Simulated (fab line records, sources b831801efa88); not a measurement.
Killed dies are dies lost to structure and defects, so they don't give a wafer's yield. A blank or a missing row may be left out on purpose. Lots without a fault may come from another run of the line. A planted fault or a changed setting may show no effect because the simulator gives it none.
A struck lot beside a sound one | flow gf180mcu | 29 steps out of a route of 602
Sound: wafers L166.1, L166.4, L166.5. Struck: wafers L178.2, L178.4, L178.5. The cause comes at the end.
At each step with rows: each side's tool, then ch and its chambers, then its first start. Under that, the readings that differ: sound wafers | struck wafers | difference of the means | sigmas: that difference in standard deviations of wafers without a fault.
alike: readings whose means differ by less than 2 such deviations, and words and numbers that are the same on both sides. not compared: withheld readings, readings that some wafer has no value for, bounds like >300 that may hide the same value, and numbers for which the record gives no deviation and whose values overlap.
The two part at a step that has a row with sigmas, a row that says differs or no value, or rows on one side only. Numbers that don't overlap but have no deviation are shown without sigmas and don't part them. A reading that every wafer of one side lacks parts them only if that side has two wafers or more.

first, 7 steps without rows for these wafers: GF_HV_LDD_DEHYDRATE_24 (time 60 s); GF_HV_LDD_HMDS_25 (prime time 60 s); GF_HV_LDD_COAT_26 (resist thk 1000 nm); GF_HV_LDD_SOFTBAKE_27 (time 60 s); GF_HV_LDD_EXPOSE_28 (exposes mask Nplus HV AREA, target cd 400 nm); GF_HV_LDD_PEB_29; GF_HV_LDD_DEVELOP_30 (develop time 60 s).
GF_HV_LDD_CD_MEAS_31: target cd 400 nm.
  sound on cd_sem-02, day 12 19:10; struck on cd_sem-02, day 16 23:01
  alike: cd_nm
GF_HV_LDD_OVL_MEAS_32:
  sound on overlay-02, day 12 19:17; struck on overlay-01, day 16 23:07
  alike: HV_LDD_02_OVL
then, 3 steps without rows for these wafers: GF_HV_LDD_IMPLANT_33; GF_HV_LDD_IMPLANT_34; GF_HV_LDD_IMPLANT_35.
GF_HV_LDD_IMPLANT_36:
  sound on implanter-03 ch 0, day 12 19:46; struck on implanter-02, day 16 23:37
  no value came back on the struck wafers for beam_energy_keV, beam_on_s (s), end_station_pressure_torr (Torr); on the sound wafers beam_energy_keV reads 59.982 59.998 60.004
GF_HV_LDD_STRIP_37: strips in O2/N2.
  sound on plasma_asher-01 ch 0,1, day 12 19:55; struck on plasma_asher-01 ch 0, day 16 23:44
  alike: drypump_motor_current_A, heater_power_w, oes_product_au, strip_time_to_endpoint_s
  not compared: rf_hours_counter_h
GF_HV_LDD_TW_MEAS_38:
  sound on film_metro-04, day 12 20:01; struck on film_metro-03, day 17 00:05
  reading     | sound          | struck         | difference | sigmas
  HV_LDD_3_TW | 1452 1446 1441 | 1314 1310 1315 | -133       | -20
  not compared: hold
then, 6 steps without rows for these wafers: GF_HV_LDD_HMDS_40 (prime time 60 s); GF_HV_LDD_COAT_41 (resist thk 1000 nm); GF_HV_LDD_SOFTBAKE_42 (time 60 s); GF_HV_LDD_EXPOSE_43 (exposes mask Pplus HV AREA, target cd 400 nm); GF_HV_LDD_PEB_44; GF_HV_LDD_DEVELOP_45 (develop time 60 s).
GF_HV_LDD_CD_MEAS_46: target cd 400 nm.
  sound on cd_sem-02, day 13 15:14; struck on cd_sem-02, day 17 22:32
  alike: cd_nm
GF_HV_LDD_OVL_MEAS_47:
  sound on overlay-01, day 13 15:22; struck on overlay-01, day 17 22:38
  alike: HV_LDD_03_OVL
then, 1 step without rows for these wafers: GF_HV_LDD_IMPLANT_48.
GF_HV_LDD_STRIP_49: strips in O2/N2.
  sound on plasma_asher-04 ch 0,1, day 13 15:32; struck on plasma_asher-04 ch 0,1, day 17 22:49
  alike: drypump_motor_current_A, heater_power_w, oes_product_au, strip_time_to_endpoint_s
  not compared: rf_hours_counter_h
GF_HV_LDD_TW_MEAS_50:
  sound on film_metro-01, day 13 15:38; struck on film_metro-03, day 17 22:55
  alike: HV_LDD_4_TW
then, 1 step without rows for these wafers: GF_HV_LDD_CLEAN_51 (cleans in SC1/SC2, time 150 s).
GF_HV_LDD_RTA_52: time 10 s.
  sound on rtp_anneal-02 ch 0, day 13 15:45; struck on rtp_anneal-01 ch 0, day 17 23:02
  reading            | sound    | struck   | difference | sigmas
  lamp_power_pct (%) | 33 33 33 | 40 40 40 | +7         | +2
  alike: wafer_temp_C_max
GF_HV_LDD_RS_MEAS_53: measures by four-point-probe.
  sound on film_metro-04, day 13 15:49; struck on film_metro-03, day 17 23:24
  reading            | sound             | struck            | difference | sigmas
  HV_LDD_RS (ohm/sq) | 420.7 419.1 420.4 | 438.5 438.3 437.0 | +17.9      | +16
  not compared: hold

WHERE THEY PART
First at GF_HV_LDD_IMPLANT_36; last, within this record, at GF_HV_LDD_RS_MEAS_53.

WHY: what the simulator had put in
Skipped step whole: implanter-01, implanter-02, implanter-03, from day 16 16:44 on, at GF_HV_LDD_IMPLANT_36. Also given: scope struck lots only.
